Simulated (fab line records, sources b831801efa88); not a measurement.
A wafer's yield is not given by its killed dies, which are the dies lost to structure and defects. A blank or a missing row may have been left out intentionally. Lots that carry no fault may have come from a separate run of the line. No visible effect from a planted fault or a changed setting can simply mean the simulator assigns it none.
Code-filled problem report in 8D (eight disciplines) form	flow gf180mcu	the parts of the form that need people (team, actions taken, sign-off) are left out

## 1. THE ISSUE
Wafers without a fault read 120.00 C, standard deviation 0.13; primeTempC at GF_PASSIVATION_HMDS_05 reads a mean of 120.80 C on 6 wafers belonging to 2 lots. Relative to the usual mean, that is a shift of +6.1 standard deviations.
The step: prime time 60 s.
First seen on wafer L970.3, day 33 21:40, on lithoTrack-02. The record has a number at this step for 42 wafers belonging to 14 lots. Rule for "out" (also "out of limits"): further than 4 standard deviations from the usual mean. The other wafers with a number count as sound.

## 2. WHAT IT IS AND WHAT IT IS NOT
question	is	is not
which readings at this step	primeTempC	-
which lots	L970, L971	L950, L951, L952, L954, L955, L957, L959, L962, L963, L967, L968, L969
which wafers of those lots	all that have a number	-
read on which tools	lithoTrack-02	lithoTrack-03, lithoTrack-04
when	from day 33 21:40	up to then (36 sound wafers)

## 3. WHAT RULES OUT EACH SUSPECT
Counting: any tool at a process step up to the reading is kept as a suspect provided that every lot that is out went through it and no sound lot did after the first of them.
- lithoTrack-02 at GF_PASSIVATION_HMDS_05 (prime time 60 s): kept. Every lot that is out went through it, starting with L970 (day 33 21:40), and after that it ran no sound lot; the last sound lot it ran before then is L969 (day 33 17:10). Out on those wafers are its own readings of primeTempC.
The count leaves lithoTrack-02 at GF_PASSIVATION_HMDS_05.

## 4. THE CAUSE (what the simulator had put in)
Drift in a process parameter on lithoTrack-02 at GF_PASSIVATION_HMDS_05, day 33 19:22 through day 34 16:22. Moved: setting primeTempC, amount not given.
The count eliminated every tool but this one.

## 5. SEQUENCE OF EFFECTS, ordered by route
Each row: a reading where the mean over the struck wafers with a number is more than 3 standard deviations away from the usual. Scope: only readings with a usual standard deviation given in the record; hours: median across lots of the time from each lot's start at the first step in this table that gives one to its start at this step; sigmas: change in usual standard deviations.
hours	step	reading	usual	on struck wafers	change	sigmas
0	GF_PASSIVATION_HMDS_05	primeTempC	120.00 C	120.80	+0.80	+6.1
Here are the process steps it includes:
- GF_PASSIVATION_HMDS_05: prime time 60 s.

## 6. HOW IT WOULD HAVE BEEN CAUGHT EARLIER
First out-of-limits reading in this record: day 33 21:40, which is 2 hours after fault onset at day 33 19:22.
